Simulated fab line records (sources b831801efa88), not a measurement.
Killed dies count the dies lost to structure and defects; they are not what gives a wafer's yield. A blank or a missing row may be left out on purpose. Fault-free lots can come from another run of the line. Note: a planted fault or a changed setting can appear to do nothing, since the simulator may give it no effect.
A lot that was struck, set against a sound lot :: flow sky130 :: 42 out of 708 route steps
Sound: the wafers L763.1, L763.4, L763.6. The struck wafers were L782.1, L782.2, L782.3. The cause comes at the end.
Order at every step that has rows: each side's tool, ch and its chambers, its first start. Under that, the readings that differ: sound wafers :: struck wafers :: difference of the means :: sigmas: that difference in standard deviations of wafers without a fault.
alike: same words and numbers on both sides, and readings whose means sit less than 2 such deviations apart. not compared: any withheld reading, any reading some wafer has no value for, any bound like >300 that may hide the same value, and any number with overlapping values for which the record gives no deviation.
The two part at a step that has a row with sigmas, a row that says differs or no value, or rows on one side only. Non-overlapping numbers with no deviation appear without sigmas and do not part them. A reading missing from all wafers of one side parts the sides only when that side holds two or more wafers.

first, 2 steps without rows for these wafers: SKY_NWELL_PEB_08; SKY_NWELL_DEVELOP_09 (develop time 60 s).
SKY_NWELL_OVL_MEAS_10:
  struck on overlay-02, day 9 06:17; sound on overlay-01, day 4 15:37
reading: NWELL_00_OVL (nm)
sound: 0.6 0.0 -1.2
struck: 3.3 3.8 2.7
difference: +3.5
sigmas: +2
then, 3 steps without rows for these wafers: SKY_NWELL_IMPLANT_11; SKY_NWELL_IMPLANT_12; SKY_NWELL_IMPLANT_13.
SKY_NWELL_STRIP_14: strips in O2/N2.
  sound on plasma_asher-02 ch 0,1, day 4 16:05; struck on plasma_asher-03 ch 0,1, day 9 06:46
  alike: drypump_motor_current_A, oes_product_au, strip_time_to_endpoint_s
  not compared: rf_hours_counter_h
SKY_NWELL_TW_MEAS_15:
  struck on film_metro-04, day 9 06:52; sound on film_metro-04, day 4 16:11
  alike: NWELL_TW
then, 4 steps without rows for these wafers: SKY_NWELL_DEHYDRATE_16 (time 60 s); SKY_NWELL_HMDS_17 (prime time 60 s); SKY_NWELL_COAT_18 (resist thk 3000 nm); SKY_NWELL_SOFTBAKE_19.
SKY_NWELL_EXPOSE_20: exposes mask NWM COMPLEMENT, target cd 840 nm.
  sound on iline_stepper-02 ch 0, day 5 01:20; struck on iline_stepper-01 ch 0, day 9 17:55
  alike: mask
then, 2 steps without rows for these wafers: SKY_NWELL_PEB_21; SKY_NWELL_DEVELOP_22 (develop time 60 s).
SKY_NWELL_OVL_MEAS_23:
  struck on overlay-02, day 10 04:43; sound on overlay-01, day 5 09:16
  alike: NWELL_01_OVL
next, for these wafers, 1 step has no rows: SKY_NWELL_IMPLANT_24.
SKY_NWELL_STRIP_25: strips in O2/N2.
  sound on plasma_asher-01 ch 0,1, day 5 09:27; struck on plasma_asher-02 ch 0,1, day 10 04:54
reading: drypump_motor_current_A (A)
sound: 6.2 6.0 6.2
struck: 5.0 4.8 4.8
difference: -1.3
sigmas: -2

reading: strip_time_to_endpoint_s (s)
sound: 36.99 36.97 37.01
struck: 36.72 36.74 36.76
difference: -0.25
sigmas: -3
  alike: oes_product_au
  not compared: rf_hours_counter_h
SKY_NWELL_TW_MEAS_26:
  struck on film_metro-03, day 10 05:00; sound on film_metro-04, day 5 09:33
  alike: NWELL_2_TW
then, 1 step without rows for these wafers: SKY_NWELL_CLEAN_27 (cleans in SC1/SC2, time 150 s).
SKY_NWELL_RTA_28: time 30 s.
  sound on rtp_anneal-01 ch 0, day 5 09:40; struck on rtp_anneal-02 ch 0, day 10 05:07
  alike: lamp_power_pct, wafer_temp_C_max
SKY_NWELL_RS_MEAS_29: a four-point-probe measurement.
  struck on film_metro-02, day 10 05:13; sound on film_metro-02, day 5 09:46
  alike: NWELL_RS
SKY_NWELL_RS_MEAS_31: a four-point-probe measurement.
  struck on film_metro-02, day 10 05:27; sound on film_metro-02, day 5 10:00
reading: PWDE_RS (ohm/sq)
sound: 5255 5266 5268
struck: 5311 5298 5304
difference: +41
sigmas: +2
then, 7 steps without rows for these wafers: SKY_VT_ADJUST_HVTP_DEHYDRATE_00 (time 60 s); SKY_VT_ADJUST_HVTP_HMDS_01 (prime time 62.68 s); SKY_VT_ADJUST_HVTP_COAT_02 (resist thk 1140 nm); SKY_VT_ADJUST_HVTP_SOFTBAKE_03 (time 60 s); SKY_VT_ADJUST_HVTP_EXPOSE_04 (exposes mask HVTPM, target cd 380 nm); SKY_VT_ADJUST_HVTP_PEB_05; SKY_VT_ADJUST_HVTP_DEVELOP_06 (develop time 60 s).
SKY_VT_ADJUST_HVTP_CD_MEAS_07: the cd target is 380 nm.
  struck on cd_sem-01, day 11 04:29; sound on cd_sem-01, day 6 04:04
  alike: cd_nm
SKY_VT_ADJUST_HVTP_OVL_MEAS_08:
  struck on overlay-01, day 11 04:36; sound on overlay-02, day 6 04:11
reading: VT_ADJUST_HVTP_OVL (nm)
sound: 1.4 0.4 1.2
struck: -2.6 -1.3 -2.5
difference: -3.1
sigmas: -2
next, for these wafers, 1 step has no rows: SKY_VT_ADJUST_HVTP_IMPLANT_09.
SKY_VT_ADJUST_HVTP_STRIP_10: strips in O2/N2.
  sound on plasma_asher-01 ch 0, day 6 04:23; struck on plasma_asher-04 ch 0,1, day 11 04:47
  alike: drypump_motor_current_A, oes_product_au, strip_time_to_endpoint_s
  not compared: rf_hours_counter_h
SKY_VT_ADJUST_HVTP_TW_MEAS_11:
  struck on film_metro-01, day 11 04:53; sound on film_metro-01, day 6 04:29
  alike: VT_ADJUST_HVTP_TW
then, 6 steps without rows for these wafers: SKY_VT_ADJUST_LVTN_DEHYDRATE_00 (time 60 s); SKY_VT_ADJUST_LVTN_HMDS_01 (prime time 60 s); SKY_VT_ADJUST_LVTN_COAT_02 (resist thk 3000 nm); SKY_VT_ADJUST_LVTN_SOFTBAKE_03; SKY_VT_ADJUST_LVTN_EXPOSE_04 (exposes mask NWM COMPLEMENT LESS NATIVE, target cd 840 nm); SKY_VT_ADJUST_LVTN_PEB_05.
-- record jumps: 39 days separate the struck wafers' starts on either side; left off in module VT_ADJUST_LVTN, taken up again in module PAD_OPEN, whose first shown step is the route's number 708 --
SKY_PAD_OPEN_PROBE_99:
  struck on prober-01, day 50 09:14; sound on prober-01, day 46 05:25
reading: model.etest.nfet_16v.r_on_ohm_um
sound: 1.37e+04 1.398e+04 1.398e+04
struck: 1.442e+04 1.434e+04 1.415e+04
difference: +4.167e+02
sigmas: 

reading: model.etest.res_iso_pwell.width_nm (nm)
sound: 2665 2662 2641
struck: 2709 2719 2683
difference: +48
sigmas: 

reading: model.etest.res_nwell.width_nm (nm)
sound: 836.5 832 831
struck: 806.7 805.1 814.6
difference: -24.4
sigmas: 

reading: model.etest.pfet_16v.drive_ua_um
sound: 246.8 244.1 243.2
struck: 252.6 254.6 250.9
difference: +8.0
sigmas: 
  alike: killed_at_M0_to_M3, killed_at_M4_up, killed_at_contacts, killed_at_front_end, killed_at_other, killed_dies, killed_open, killed_short

## WHERE THEY PART
Earliest at SKY_NWELL_OVL_MEAS_10; latest, in this record, at SKY_VT_ADJUST_HVTP_OVL_MEAS_08. Later steps at which nothing parts them and some readings are alike: SKY_VT_ADJUST_HVTP_STRIP_10, SKY_VT_ADJUST_HVTP_TW_MEAS_11, SKY_PAD_OPEN_PROBE_99.

WHY: what had been put in by the simulator
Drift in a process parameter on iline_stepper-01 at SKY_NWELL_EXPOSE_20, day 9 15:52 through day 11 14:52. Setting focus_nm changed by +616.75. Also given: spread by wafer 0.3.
